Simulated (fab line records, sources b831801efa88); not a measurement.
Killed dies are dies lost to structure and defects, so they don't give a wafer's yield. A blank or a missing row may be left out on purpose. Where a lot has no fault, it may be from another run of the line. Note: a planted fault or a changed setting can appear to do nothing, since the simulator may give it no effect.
fab line records	flow sky130
record: lots: 5	wafers: 15	last-day: 49
route steps=708 shown SONOS_ONO@175 GATE_OXIDE@187 POLY_GATE@204 RES_PROTECT@206
lots that met no fault: from a run of the same line without faults
start-h: start of the lot's first displayed wafer, in hours after the record's first day	wait-h: time in hours since the lot's previous step	" as in the row above	L1.1+2: a single row standing in for several wafers	- no value, or no start given	* or withheld: withheld	< > ~ a bound
route shown NAME@n: names a module that has steps shown in the file, with the first one's number in the route	usual: the fault-free wafers' mean and standard deviation	same: alike in all rows	chamber/n: place in a boat	sites: readings site by site	_std_site: their standard deviation	_edge_site: outer sites' mean less inner sites'	radius-mm: for every site, how far away it sits from the centre of the wafer	mask NAME#n: copy n	behind: tool/chamber where the wafer was last shaped	hold: what put the lot on hold/how long, in hours/how the hold closed	device: which transistor (n, p or np) failed to switch	end of line: tests run on the same wafers once the route is complete	where a step has no rows: the recipe by itself	killed: not the wafer's yield, but the dies lost to structure and defects at the first sort	map: shows each die of a wafer: x if killed, . if not, _ if none is there
set.NAME: the setting as run; set.NAME@STEP: as run at that earlier step	model.NAME: the simulator's own value behind a step, which no gauge read
lots at selected steps of the route; one table per step, one row per wafer
services: when a tool's chamber went out of use (start-h, in hours from the record's first day, below 0 if earlier), for how many hours, and the reason
== steps ==
step: SKY_SONOS_ONO_HMDS_07
recipe: prime-time-s: 60	prime-temp-c: 120
usual: chill-plate-temp-C: 22.99/0.11
lot.wafer	tool	chamber	start-h	wait-h	chill-plate-temp-C
L074.3	litho-track-02	0	264.94	0.1	22.80
L074.4	"	0	"	"	22.96
L074.5	"	0	"	"	22.87
L076.2	litho-track-01	0	287.68	0.1	23.01
L076.3	"	0	"	"	22.88
L076.5	"	0	"	"	23.00
L077.1	litho-track-03	0	295.31	0.1	22.85
L077.2	"	0	"	"	22.92
L077.4	"	0	"	"	22.98
L082.1	litho-track-02	0	329.84	0.1	23.07
L082.3	"	0	"	"	23.17
L082.4	"	0	"	"	23.28
L091.2	litho-track-02	0	413.91	0.1	23.03
L091.3	"	0	"	"	22.86
L091.5	"	0	"	"	22.88
step: SKY_SONOS_ONO_COAT_08
recipe: resist: NOVOLAK	spin-rpm: 3000	resist-thk-nm: 1140
usual: chill-plate-temp-C: 23.01/0.12	spin-speed-rpm: 3000.4/2.1
lot.wafer	tool	chamber	start-h	wait-h	chill-plate-temp-C	spin-speed-rpm
L074.3	litho-track-02	0	265.09	0.1	23.00	2998.7
L074.4	"	0	"	"	23.02	3002.1
L074.5	"	0	"	"	22.90	3002.1
L076.2	litho-track-01	0	287.83	0.1	23.09	2997.3
L076.3	"	0	"	"	22.96	3001.1
L076.5	"	0	"	"	23.03	3001.2
L077.1	litho-track-03	0	295.46	0.1	23.30	2998.9
L077.2	"	0	"	"	23.26	2999.8
L077.4	"	0	"	"	23.12	3002.6
L082.1	litho-track-02	0	329.99	0.1	22.99	3000.3
L082.3	"	0	"	"	23.02	3000.6
L082.4	"	0	"	"	23.04	3001.1
L091.2	litho-track-02	0	414.06	0.1	23.11	2999.8
L091.3	"	0	"	"	23.21	2997.8
L091.5	"	0	"	"	23.03	3003.6
step: SKY_SONOS_ONO_SOFTBAKE_09
recipe: temp-c: 90	time-s: 60	resist: NOVOLAK
usual: chill-plate-temp-C: 23.01/0.1	plate-temp-C: 90.01/0.11
lot.wafer	tool	chamber	start-h	wait-h	chill-plate-temp-C	plate-temp-C
L074.3	litho-track-02	0	265.24	0.1	23.07	90.08
L074.4	"	0	"	"	22.94	90.07
L074.5	"	0	"	"	23.17	90.00
L076.2	litho-track-01	0	287.98	0.1	22.95	90.02
L076.3	"	0	"	"	23.02	90.17
L076.5	"	0	"	"	23.10	90.17
L077.1	litho-track-03	0	295.61	0.1	23.07	89.81
L077.2	"	0	"	"	22.95	89.96
L077.4	"	0	"	"	23.03	89.82
L082.1	litho-track-02	0	330.14	0.1	23.00	89.93
L082.3	"	0	"	"	22.97	90.06
L082.4	"	0	"	"	22.97	90.04
L091.2	litho-track-02	0	414.21	0.1	22.89	90.06
L091.3	"	0	"	"	22.95	90.18
L091.5	"	0	"	"	23.19	89.97
step: SKY_SONOS_ONO_EXPOSE_10
recipe: mask-id: ONOM	target-cd-nm: 410	na: 0.6	source-shape: conventional	sigma-outer: 0.6	dose-mj: 150
lot.wafer	tool	chamber	start-h	wait-h	mask
L074.3+4+5	iline-stepper-01	0	-	-	ONOM#0
L076.2+3+5	iline-stepper-02	0	-	-	ONOM#0
L077.1+2+4	iline-stepper-01	0	-	-	ONOM#0
L082.1+3+4	iline-stepper-02	0	-	-	ONOM#0
L091.2+3+5	iline-stepper-02	0	-	-	ONOM#0
step: SKY_SONOS_ONO_PEB_11
recipe: temp-c: withheld	time-s: *	resist: NOVOLAK
usual: chill-plate-temp-C: *
lot.wafer	tool	chamber	start-h	wait-h	chill-plate-temp-C
L074.3	litho-track-02	0	-	-	*
L074.4	"	0	"	"	*
L074.5	"	0	"	"	*
L076.2	litho-track-01	0	-	-	*
L076.3	"	0	"	"	*
L076.5	"	0	"	"	*
L077.1	litho-track-01	0	-	-	*
L077.2	"	0	"	"	*
L077.4	"	0	"	"	*
L082.1	litho-track-02	0	-	-	*
L082.3	"	0	"	"	*
L082.4	"	0	"	"	*
L091.2	litho-track-03	0	-	-	*
L091.3	"	0	"	"	*
L091.5	"	0	"	"	*
step: SKY_SONOS_ONO_DEVELOP_12
recipe: develop-time-s: 60	dev-temp-c: 23
usual: chill-plate-temp-C: 22.98/0.11
lot.wafer	tool	chamber	start-h	wait-h	chill-plate-temp-C
L074.3	litho-track-02	0	277.24	0.1	23.05
L074.4	"	0	"	"	23.04
L074.5	"	0	"	"	22.86
L076.2	litho-track-01	0	300.53	0.1	23.02
L076.3	"	0	"	"	23.09
L076.5	"	0	"	"	23.13
L077.1	litho-track-01	0	308.25	0.1	22.87
L077.2	"	0	"	"	23.04
L077.4	"	0	"	"	23.02
L082.1	litho-track-02	0	342.24	0.1	23.01
L082.3	"	0	"	"	23.10
L082.4	"	0	"	"	23.04
L091.2	litho-track-03	0	428.69	0.1	22.96
L091.3	"	0	"	"	23.05
L091.5	"	0	"	"	23.04
step: SKY_SONOS_ONO_CD_MEAS_13
recipe: target-cd-nm: 410
usual: cd-nm: 409/3
lot.wafer	tool	chamber	start-h	wait-h	cd-nm
L074.3	cd-sem-02	-	277.38	0.1	410
L074.4	"	-	"	"	411
L074.5	"	-	"	"	409
L076.2	cd-sem-01	-	300.67	0.1	409
L076.3	"	-	"	"	409
L076.5	"	-	"	"	408
L077.1	cd-sem-01	-	308.40	0.1	407
L077.2	"	-	"	"	404
L077.4	"	-	"	"	405
L082.1	cd-sem-02	-	342.39	0.1	407
L082.3	"	-	"	"	407
L082.4	"	-	"	"	407
L091.2	cd-sem-01	-	428.83	0.1	408
L091.3	"	-	"	"	407
L091.5	"	-	"	"	408
step: SKY_SONOS_ONO_OVL_MEAS_14
usual: SONOS_ONO_OVL: -0.8/1.5
lot.wafer	tool	chamber	start-h	wait-h	SONOS_ONO_OVL[nm]
L074.3	overlay-01	-	277.47	0.1	0.4
L074.4	"	-	"	"	-0.4
L074.5	"	-	"	"	-1.1
L076.2	overlay-01	-	300.78	0.1	-0.2
L076.3	"	-	"	"	0.3
L076.5	"	-	"	"	1.0
L077.1	overlay-01	-	308.52	0.1	1.7
L077.2	"	-	"	"	0.4
L077.4	"	-	"	"	-0.1
L082.1	overlay-02	-	342.51	0.1	-0.8
L082.3	"	-	"	"	-1.7
L082.4	"	-	"	"	-1.2
L091.2	overlay-02	-	428.94	0.1	-1.7
L091.3	"	-	"	"	-0.4
L091.5	"	-	"	"	1.0
step: SKY_SONOS_ONO_ETCH_15
recipe: target-depth-nm: 19.52	chemistry: CHF3/O2	source-w: 600	bias-w: 200	pressure-mtorr: 40	chf3-flow-sccm: 50	O2_flow_sccm: 5	time-s: 7.8
usual: drypump-motor-current-A: 5.7/0.53	oes-product-au: 0.999/0.0081	throttle-valve-pct: 8.826/0.01
lot.wafer	tool	chamber	start-h	wait-h	drypump-motor-current-A	oes-product-au	rf-hours-counter-h	throttle-valve-pct
L074.3	rie-diel-03	2	277.49	0.0	5.7	0.992	123	8.827
L074.4	"	2	"	"	5.7	1.001	-	8.845
L074.5	"	1	"	"	4.8	0.995	-	8.813
L076.2	rie-diel-01	1	300.81	0.0	5.8	0.991	80	8.823
L076.3	"	3	"	"	6.2	0.998	109	8.836
L076.5	"	2	"	"	6.2	0.998	-	8.822
L077.1	rie-diel-03	2	308.56	0.0	5.7	1.006	124	8.842
L077.2	"	1	"	"	4.8	0.992	0	8.828
L077.4	"	2	"	"	5.7	1.007	-	8.820
L082.1	rie-diel-03	3	342.54	0.0	6.4	1.002	1	8.813
L082.3	"	1	"	"	4.8	0.995	0	8.832
L082.4	"	0	"	"	5.2	1.001	-	8.832
L091.2	rie-diel-03	2	428.97	0.0	5.7	0.990	1	8.832
L091.3	"	0	"	"	5.2	1.006	12	8.836
L091.5	"	0	"	"	5.2	1.007	-	8.833
step: SKY_SONOS_ONO_WET_ETCH_16
recipe: chemistry: dHF	target-depth-nm: 14	dry: n2-spin	target: SiO2	dilution: 100:1	temp-c: 25	time-s: 280
lot.wafer	tool	chamber	start-h	wait-h
L074.3+4+5	wet-bench-01	3	277.52	0.0
L076.2+3+5	wet-bench-04	1	300.83	0.0
L077.1+2+4	wet-bench-04	2	308.58	0.0
L082.1+3+4	wet-bench-04	2	342.56	0.0
L091.2+3+5	wet-bench-01	1	428.99	0.0
step: SKY_SONOS_ONO_STRIP_17
recipe: chemistry: O2/N2	power-w: 1400	pressure-mtorr: 1500	platen-temp-c: withheld	o2-flow-sccm: 3000	n2-flow-sccm: 300	overash-fraction: 0.5
usual: drypump-motor-current-A: 5.9/0.44	oes-product-au: 0.710/0.0042	strip-time-to-endpoint-s: 14.11/0.034
lot.wafer	tool	chamber	start-h	wait-h	drypump-motor-current-A	oes-product-au	rf-hours-counter-h	strip-time-to-endpoint-s
L074.3	plasma-asher-04	0	277.63	0.0	5.8	0.706	-	14.19
L074.4	"	1	"	"	5.9	0.711	-	14.16
L074.5	"	1	"	"	5.8	0.715	-	14.15
L076.2	plasma-asher-02	0	300.92	0.0	6.6	0.708	16	14.10
L076.3	"	1	"	"	5.4	0.705	-	14.09
L076.5	"	1	"	"	5.4	0.705	-	14.11
L077.1	plasma-asher-01	1	308.67	0.0	5.7	0.712	52	14.10
L077.2	"	0	"	"	5.2	0.708	52	14.11
L077.4	"	0	"	"	5.2	0.711	-	14.09
L082.1	plasma-asher-02	0	342.65	0.0	6.6	0.709	20	14.06
L082.3	"	0	"	"	6.6	0.707	-	14.03
L082.4	"	1	"	"	5.5	0.712	-	14.09
L091.2	plasma-asher-04	0	429.08	0.0	5.8	0.710	73	14.09
L091.3	"	1	"	"	5.9	0.704	-	14.12
L091.5	"	1	"	"	5.8	0.709	-	14.10
step: SKY_SONOS_ONO_WET_ETCH_18
recipe: chemistry: H3PO4	target-depth-nm: 15	target: Si3N4	temp-c: 160	time-s: 172
lot.wafer	tool	chamber	start-h	wait-h
L074.3+4+5	wet-bench-04	0	277.70	0.0
L076.2+3+5	wet-bench-04	2	301.02	0.1
L077.1+2+4	wet-bench-01	3	308.77	0.1
L082.1+3+4	wet-bench-01	2	342.75	0.1
L091.2+3+5	wet-bench-02	1	429.18	0.1
step: SKY_GATE_OXIDE_CLEAN_00
recipe: chemistry: SC1/SC2	mix: 1:4:20	temp-c: 70	time-s: 150	dry: n2-spin
lot.wafer	tool	chamber	start-h	wait-h
L074.3+4+5	wet-bench-02	2	277.76	0.0
L076.2+3+5	wet-bench-04	3	301.07	0.0
L077.1+2+4	wet-bench-04	0	308.82	0.0
L082.1+3+4	wet-bench-02	2	342.81	0.0
L091.2+3+5	wet-bench-01	0	429.23	0.0
step: SKY_GATE_OXIDE_OXIDATION_01
recipe: temp-c: 900	ambient: O2	stabilise-s: 600	purge-s: 300	target-thk-a: 102.68	ox-time-s: 1473
usual: spike-tc-upper-C: 900.8/1
same: ox-time-s: 1473
lot.wafer	tool	chamber	start-h	wait-h	spike-tc-upper-C
L074.3	furnace-02	0	280.44	2.6	900.8
L074.4	"	0	"	"	900.4
L074.5	"	0	"	"	900.4
L076.2	furnace-01	0	302.18	1.1	900.4
L076.3	"	0	"	"	900.5
L076.5	"	0	"	"	900.0
L077.1	furnace-01	0	309.04	0.2	901.3
L077.2	"	0	"	"	900.5
L077.4	"	0	"	"	900.4
L082.1	furnace-01	0	343.70	0.8	902.1
L082.3	"	0	"	"	901.4
L082.4	"	0	"	"	899.5
L091.2	furnace-02	0	429.49	0.2	899.5
L091.3	"	0	"	"	900.9
L091.5	"	0	"	"	900.4
step: SKY_GATE_OXIDE_THK_MEAS_02
recipe: reads: SiO2_of_GATE_OXIDE_OXIDATION_01
usual: GATE_OXIDE_OXIDATION_00_THK: 10.23/0.15
lot.wafer	tool	chamber	start-h	wait-h	GATE_OXIDE_OXIDATION_00_THK[nm]
L074.3	film-metro-03	-	281.87	0.0	9.98
L074.4	"	-	"	"	10.07
L074.5	"	-	"	"	10.08
L076.2	film-metro-03	-	303.60	0.0	10.00
L076.3	"	-	"	"	10.27
L076.5	"	-	"	"	10.23
L077.1	film-metro-04	-	310.45	0.0	10.53
L077.2	"	-	"	"	10.42
L077.4	"	-	"	"	10.44
L082.1	film-metro-03	-	345.11	0.0	10.17
L082.3	"	-	"	"	10.17
L082.4	"	-	"	"	10.03
L091.2	film-metro-02	-	430.91	0.0	10.22
L091.3	"	-	"	"	10.17
L091.5	"	-	"	"	10.23
step: SKY_GATE_OXIDE_DEHYDRATE_03
recipe: temp-c: 200	time-s: 60
usual: chill-plate-temp-C: 23.01/0.12	plate-temp-C: 200.01/0.14
lot.wafer	tool	chamber	start-h	wait-h	chill-plate-temp-C	plate-temp-C
L074.3	litho-track-02	0	293.79	11.9	23.14	199.91
L074.4	"	0	"	"	23.02	199.85
L074.5	"	0	"	"	23.03	199.82
L076.2	litho-track-02	0	315.71	12.1	22.89	200.18
L076.3	"	0	"	"	23.02	199.99
L076.5	"	0	"	"	23.01	200.14
L077.1	litho-track-02	0	323.39	12.9	22.94	199.92
L077.2	"	0	"	"	22.89	200.02
L077.4	"	0	"	"	22.76	200.22
L082.1	litho-track-01	0	358.60	13.5	23.10	200.12
L082.3	"	0	"	"	22.94	200.07
L082.4	"	0	"	"	23.07	200.04
L091.2	litho-track-01	0	445.68	14.8	23.27	199.90
L091.3	"	0	"	"	23.22	199.81
L091.5	"	0	"	"	23.13	200.09
step: SKY_GATE_OXIDE_HMDS_04
recipe: prime-time-s: 60	prime-temp-c: 120
usual: chill-plate-temp-C: 22.98/0.094
lot.wafer	tool	chamber	start-h	wait-h	chill-plate-temp-C
L074.3	litho-track-02	0	293.94	0.1	22.87
L074.4	"	0	"	"	22.90
L074.5	"	0	"	"	22.95
L076.2	litho-track-02	0	315.86	0.1	23.09
L076.3	"	0	"	"	23.07
L076.5	"	0	"	"	23.05
L077.1	litho-track-02	0	323.54	0.1	23.05
L077.2	"	0	"	"	23.17
L077.4	"	0	"	"	23.02
L082.1	litho-track-01	0	358.75	0.1	23.02
L082.3	"	0	"	"	22.99
L082.4	"	0	"	"	23.09
L091.2	litho-track-01	0	445.83	0.1	22.97
L091.3	"	0	"	"	22.92
L091.5	"	0	"	"	23.00
step: SKY_GATE_OXIDE_COAT_05
recipe: resist: NOVOLAK	spin-rpm: 3000	resist-thk-nm: 1140
usual: chill-plate-temp-C: 23.01/0.1	spin-speed-rpm: 3000.2/2.1
lot.wafer	tool	chamber	start-h	wait-h	chill-plate-temp-C	spin-speed-rpm
L074.3	litho-track-02	0	294.09	0.1	22.88	2993.4
L074.4	"	0	"	"	23.00	2998.4
L074.5	"	0	"	"	22.84	3000.7
L076.2	litho-track-02	0	316.01	0.1	22.92	2997.7
L076.3	"	0	"	"	22.88	3002.9
L076.5	"	0	"	"	22.92	2999.8
L077.1	litho-track-02	0	323.69	0.1	23.09	3004.4
L077.2	"	0	"	"	22.98	2999.4
L077.4	"	0	"	"	23.05	3003.8
L082.1	litho-track-01	0	358.90	0.1	23.08	3001.8
L082.3	"	0	"	"	23.09	3001.9
L082.4	"	0	"	"	23.10	3000.9
L091.2	litho-track-01	0	445.98	0.1	22.89	3002.1
L091.3	"	0	"	"	22.88	2997.6
L091.5	"	0	"	"	22.89	2998.4
step: SKY_GATE_OXIDE_SOFTBAKE_06
recipe: temp-c: 90	time-s: 60	resist: NOVOLAK
usual: chill-plate-temp-C: 23.00/0.11	plate-temp-C: 89.99/0.14
lot.wafer	tool	chamber	start-h	wait-h	chill-plate-temp-C	plate-temp-C
L074.3	litho-track-02	0	294.24	0.1	23.19	90.00
L074.4	"	0	"	"	23.12	90.00
L074.5	"	0	"	"	23.04	89.89
L076.2	litho-track-02	0	316.16	0.1	23.10	89.96
L076.3	"	0	"	"	23.11	90.05
L076.5	"	0	"	"	23.18	90.05
L077.1	litho-track-02	0	323.84	0.1	23.00	89.98
L077.2	"	0	"	"	22.94	90.00
L077.4	"	0	"	"	22.99	90.13
L082.1	litho-track-01	0	359.05	0.1	23.08	90.11
L082.3	"	0	"	"	22.89	90.01
L082.4	"	0	"	"	23.05	90.04
L091.2	litho-track-01	0	446.13	0.1	22.86	89.68
L091.3	"	0	"	"	22.93	89.78
L091.5	"	0	"	"	22.98	89.78
step: SKY_GATE_OXIDE_EXPOSE_07
recipe: mask-id: LVOM	na: 0.6	source-shape: conventional	sigma-outer: 0.6	polarization: unpolarized	target-cd-nm: 600	dose-mj: 170
lot.wafer	tool	chamber	start-h	wait-h	mask
L074.3+4+5	iline-stepper-01	0	-	-	LVOM#0
L076.2+3+5	iline-stepper-02	0	-	-	LVOM#0
L077.1+2+4	iline-stepper-01	0	-	-	LVOM#0
L082.1+3+4	iline-stepper-02	0	-	-	LVOM#0
L091.2+3+5	iline-stepper-01	0	-	-	LVOM#0
step: SKY_GATE_OXIDE_PEB_08
recipe: temp-c: withheld	time-s: *	resist: NOVOLAK
usual: chill-plate-temp-C: *
lot.wafer	tool	chamber	start-h	wait-h	chill-plate-temp-C
L074.3	litho-track-02	0	-	-	*
L074.4	"	0	"	"	*
L074.5	"	0	"	"	*
L076.2	litho-track-02	0	-	-	*
L076.3	"	0	"	"	*
L076.5	"	0	"	"	*
L077.1	litho-track-01	0	-	-	*
L077.2	"	0	"	"	*
L077.4	"	0	"	"	*
L082.1	litho-track-01	0	-	-	*
L082.3	"	0	"	"	*
L082.4	"	0	"	"	*
L091.2	litho-track-04	0	-	-	*
L091.3	"	0	"	"	*
L091.5	"	0	"	"	*
step: SKY_GATE_OXIDE_DEVELOP_09
recipe: resist: NOVOLAK	developer: TMAH	develop-time-s: 60	dev-temp-c: 23
usual: chill-plate-temp-C: 22.99/0.095
lot.wafer	tool	chamber	start-h	wait-h	chill-plate-temp-C
L074.3	litho-track-02	0	306.94	0.1	23.14
L074.4	"	0	"	"	23.07
L074.5	"	0	"	"	22.79
L076.2	litho-track-02	0	330.46	0.1	22.94
L076.3	"	0	"	"	22.99
L076.5	"	0	"	"	22.96
L077.1	litho-track-01	0	337.81	0.1	22.87
L077.2	"	0	"	"	23.05
L077.4	"	0	"	"	22.99
L082.1	litho-track-01	0	371.45	0.1	23.13
L082.3	"	0	"	"	23.05
L082.4	"	0	"	"	23.15
L091.2	litho-track-04	0	461.49	0.1	23.02
L091.3	"	0	"	"	22.91
L091.5	"	0	"	"	23.24
step: SKY_GATE_OXIDE_OVL_MEAS_10
usual: GATE_OXIDE_OVL: 0.0/1.4
lot.wafer	tool	chamber	start-h	wait-h	GATE_OXIDE_OVL[nm]
L074.3	overlay-02	-	307.05	0.1	0.0
L074.4	"	-	"	"	-0.1
L074.5	"	-	"	"	-1.0
L076.2	overlay-01	-	330.59	0.1	-0.5
L076.3	"	-	"	"	-3.8
L076.5	"	-	"	"	-1.7
L077.1	overlay-02	-	337.96	0.1	-0.6
L077.2	"	-	"	"	-0.4
L077.4	"	-	"	"	-0.5
L082.1	overlay-01	-	371.60	0.1	-1.0
L082.3	"	-	"	"	-0.5
L082.4	"	-	"	"	-2.2
L091.2	overlay-01	-	461.62	0.1	0.5
L091.3	"	-	"	"	1.4
L091.5	"	-	"	"	1.7
step: SKY_GATE_OXIDE_IMPLANT_11
recipe: species: B	energy-kev: 10	dose-cm2: 2.6e+12	tilt-deg: withheld
lot.wafer	tool	chamber	start-h	wait-h
L074.3+4+5	implanter-03	0	307.17	0.1
L076.2+3+5	implanter-01	0	330.65	0.0
L077.1+2+4	implanter-01	0	337.99	0.0
L082.1+3+4	implanter-04	0	371.64	0.0
L091.2+3+5	implanter-03	0	461.68	0.0
step: SKY_GATE_OXIDE_WET_ETCH_12
recipe: chemistry: dHF	target-depth-nm: 16.8	dry: n2-spin	target: SiO2	dilution: 100:1	temp-c: 25	time-s: 336
lot.wafer	tool	chamber	start-h	wait-h
L074.3+4+5	wet-bench-04	0	307.27	0.1
L076.2+3+5	wet-bench-01	3	330.77	0.1
L077.1+2+4	wet-bench-02	1	338.14	0.1
L082.1+3+4	wet-bench-04	0	371.79	0.1
L091.2+3+5	wet-bench-02	2	461.80	0.1
step: SKY_GATE_OXIDE_STRIP_13
recipe: chemistry: O2/N2	power-w: 1400	pressure-mtorr: 1500	platen-temp-c: withheld	o2-flow-sccm: 3000	n2-flow-sccm: 300	overash-fraction: 0.5
usual: drypump-motor-current-A: 5.9/0.35	oes-product-au: 0.715/0.0048	strip-time-to-endpoint-s: 14.19/0.048
lot.wafer	tool	chamber	start-h	wait-h	drypump-motor-current-A	oes-product-au	rf-hours-counter-h	strip-time-to-endpoint-s
L074.3	plasma-asher-03	0	307.41	0.0	5.8	0.725	-	14.23
L074.4	"	1	"	"	5.9	0.718	-	14.22
L074.5	"	1	"	"	5.9	0.720	-	14.27
L076.2	plasma-asher-03	0	330.88	0.0	5.8	0.710	63	14.21
L076.3	"	1	"	"	6.0	0.716	-	14.23
L076.5	"	0	"	"	5.9	0.710	-	14.26
L077.1	plasma-asher-03	0	338.24	0.0	5.8	0.714	64	14.10
L077.2	"	1	"	"	5.9	0.715	64	14.11
L077.4	"	1	"	"	6.0	0.718	-	14.14
L082.1	plasma-asher-03	1	371.89	0.0	5.9	0.720	68	14.18
L082.3	"	0	"	"	5.8	0.714	-	14.17
L082.4	"	1	"	"	6.0	0.708	-	14.18
L091.2	plasma-asher-03	0	461.91	0.0	5.8	0.719	3	14.19
L091.3	"	0	"	"	5.8	0.706	-	14.24
L091.5	"	0	"	"	5.8	0.723	-	14.18
step: SKY_GATE_OXIDE_TW_MEAS_14
usual: GATE_OXIDE_TW: 223.9/2.1
lot.wafer	tool	chamber	start-h	wait-h	GATE_OXIDE_TW
L074.3	film-metro-03	-	307.50	0.1	222.5
L074.4	"	-	"	"	223.5
L074.5	"	-	"	"	223.4
L076.2	film-metro-03	-	330.99	0.1	221.8
L076.3	"	-	"	"	222.6
L076.5	"	-	"	"	221.8
L077.1	film-metro-03	-	338.34	0.1	221.9
L077.2	"	-	"	"	220.5
L077.4	"	-	"	"	222.1
L082.1	film-metro-02	-	371.99	0.1	226.5
L082.3	"	-	"	"	226.9
L082.4	"	-	"	"	226.3
L091.2	film-metro-03	-	462.02	0.1	221.5
L091.3	"	-	"	"	221.8
L091.5	"	-	"	"	221.7
step: SKY_GATE_OXIDE_CLEAN_15
recipe: chemistry: SC1/SC2	mix: 1:4:20	temp-c: 70	time-s: 150	dry: n2-spin
lot.wafer	tool	chamber	start-h	wait-h
L074.3+4+5	wet-bench-01	3	307.54	0.0
L076.2+3+5	wet-bench-01	1	331.04	0.0
L077.1+2+4	wet-bench-04	3	338.40	0.1
L082.1+3+4	wet-bench-01	1	372.05	0.1
L091.2+3+5	wet-bench-01	3	462.07	0.0
step: SKY_GATE_OXIDE_OXIDATION_16
recipe: temp-c: 800	ambient: O2	idle-temp-c: 700	ramp-up-c-per-min: 10	ramp-down-c-per-min: 3	stabilise-s: 600	purge-s: 300	target-thk-a: 35.7	ox-time-s: 1915
usual: spike-tc-upper-C: 800.8/1.1
same: ox-time-s: 1915
lot.wafer	tool	chamber	start-h	wait-h	spike-tc-upper-C
L074.3	furnace-02	0	307.59	0.0	800.4
L074.4	"	0	"	"	801.4
L074.5	"	0	"	"	801.4
L076.2	furnace-02	0	333.11	2.0	800.1
L076.3	"	0	"	"	801.4
L076.5	"	0	"	"	799.4
L077.1	furnace-02	0	340.56	2.1	801.1
L077.2	"	0	"	"	801.0
L077.4	"	0	"	"	801.2
L082.1	furnace-01	0	373.51	1.4	800.6
L082.3	"	0	"	"	797.9
L082.4	"	0	"	"	801.3
L091.2	furnace-02	0	462.12	0.0	799.9
L091.3	"	0	"	"	801.8
L091.5	"	0	"	"	801.4
step: SKY_POLY_GATE_CVD_00
recipe: material: poly-Si	target-thk-nm: 180	temp-c: 620	time-s: 720	pressure-mtorr: 200
usual: pressure-mtorr: 200.0/0.42	spike-tc-upper-C: 619.1/1.2
lot.wafer	tool	chamber	start-h	wait-h	pressure-mtorr	spike-tc-upper-C
L074.3	lpcvd-01	1	309.12	0.0	199.7	619.7
L074.4	"	1	"	"	199.5	619.0
L074.5	"	1	"	"	200.1	617.7
L076.2	lpcvd-01	1	334.64	0.0	200.1	618.2
L076.3	"	1	"	"	200.7	618.8
L076.5	"	1	"	"	200.1	619.2
L077.1	lpcvd-01	0	342.09	0.0	199.9	620.1
L077.2	"	0	"	"	200.4	616.9
L077.4	"	0	"	"	200.6	619.3
L082.1	lpcvd-01	1	375.04	0.0	199.7	619.0
L082.3	"	1	"	"	199.9	621.3
L082.4	"	1	"	"	200.1	620.6
L091.2	lpcvd-01	0	463.93	0.3	200.0	618.3
L091.3	"	0	"	"	199.7	620.5
L091.5	"	0	"	"	199.8	618.6
step: SKY_POLY_GATE_THK_MEAS_01
recipe: reads: poly-Si_of_POLY_GATE_CVD_00
usual: POLY_GATE_CVD_00_THK: 179.7/1.8
lot.wafer	tool	chamber	start-h	wait-h	POLY_GATE_CVD_00_THK[nm]
L074.3	film-metro-03	-	310.34	0.0	179.8
L074.4	"	-	"	"	178.6
L074.5	"	-	"	"	179.6
L076.2	film-metro-02	-	335.85	0.0	178.2
L076.3	"	-	"	"	178.3
L076.5	"	-	"	"	178.7
L077.1	film-metro-01	-	343.29	0.0	179.7
L077.2	"	-	"	"	180.2
L077.4	"	-	"	"	178.6
L082.1	film-metro-03	-	376.24	0.0	183.7
L082.3	"	-	"	"	183.4
L082.4	"	-	"	"	183.6
L091.2	film-metro-03	-	465.14	0.0	181.6
L091.3	"	-	"	"	183.9
L091.5	"	-	"	"	180.0
step: SKY_RES_PROTECT_DEHYDRATE_00
recipe: temp-c: 200	time-s: 60
usual: chill-plate-temp-C: 22.99/0.11	plate-temp-C: 200.04/0.16
lot.wafer	tool	chamber	start-h	wait-h	chill-plate-temp-C	plate-temp-C
L074.3	litho-track-04	0	323.22	12.9	22.92	199.80
L074.4	"	0	"	"	22.97	199.87
L074.5	"	0	"	"	22.93	199.98
L076.2	litho-track-03	0	347.84	12.0	23.05	199.76
L076.3	"	0	"	"	23.08	200.07
L076.5	"	0	"	"	23.12	199.88
L077.1	litho-track-04	0	356.57	13.3	23.24	200.05
L077.2	"	0	"	"	23.29	200.04
L077.4	"	0	"	"	23.25	200.16
L082.1	litho-track-03	0	390.96	14.7	22.98	200.16
L082.3	"	0	"	"	22.90	200.14
L082.4	"	0	"	"	23.05	200.16
L091.2	litho-track-01	0	480.38	15.2	23.23	200.33
L091.3	"	0	"	"	23.00	199.97
L091.5	"	0	"	"	22.93	200.08
== services ==
tool	chamber	start-h	hours	kind
rie-diel-03	0	258.78	3.9	repair
lpcvd-01	-	260.77	14.6	pm
rie-diel-03	3	303.56	11.7	repair
wet-bench-02	-	308.73	28.5	repair
rie-diel-03	-	313.78	14.6	pm
iline-stepper-01	-	314.95	1.6	repair
rie-diel-03	-	331.56	0.4	repair
furnace-01	-	331.93	1.2	repair
iline-stepper-01	-	335.24	15.8	repair
wet-bench-01	-	337.85	0.7	repair
furnace-01	-	346.07	16.0	repair
iline-stepper-01	-	359.69	3.3	repair
rie-diel-03	1	361.43	5.9	repair
rie-diel-03	3	362.47	7.1	repair
iline-stepper-02	-	381.73	1.7	pm
furnace-02	-	387.15	3.4	pm
plasma-asher-03	-	409.29	1.7	repair
lpcvd-01	-	421.06	1.6	repair
plasma-asher-03	-	421.25	9.0	pm
iline-stepper-02	-	432.01	0.7	repair
lpcvd-01	-	435.84	17.2	pm
iline-stepper-01	-	441.63	1.7	pm
iline-stepper-02	-	444.86	4.4	pm
furnace-02	-	479.58	4.4	pm
== key ==
fault none
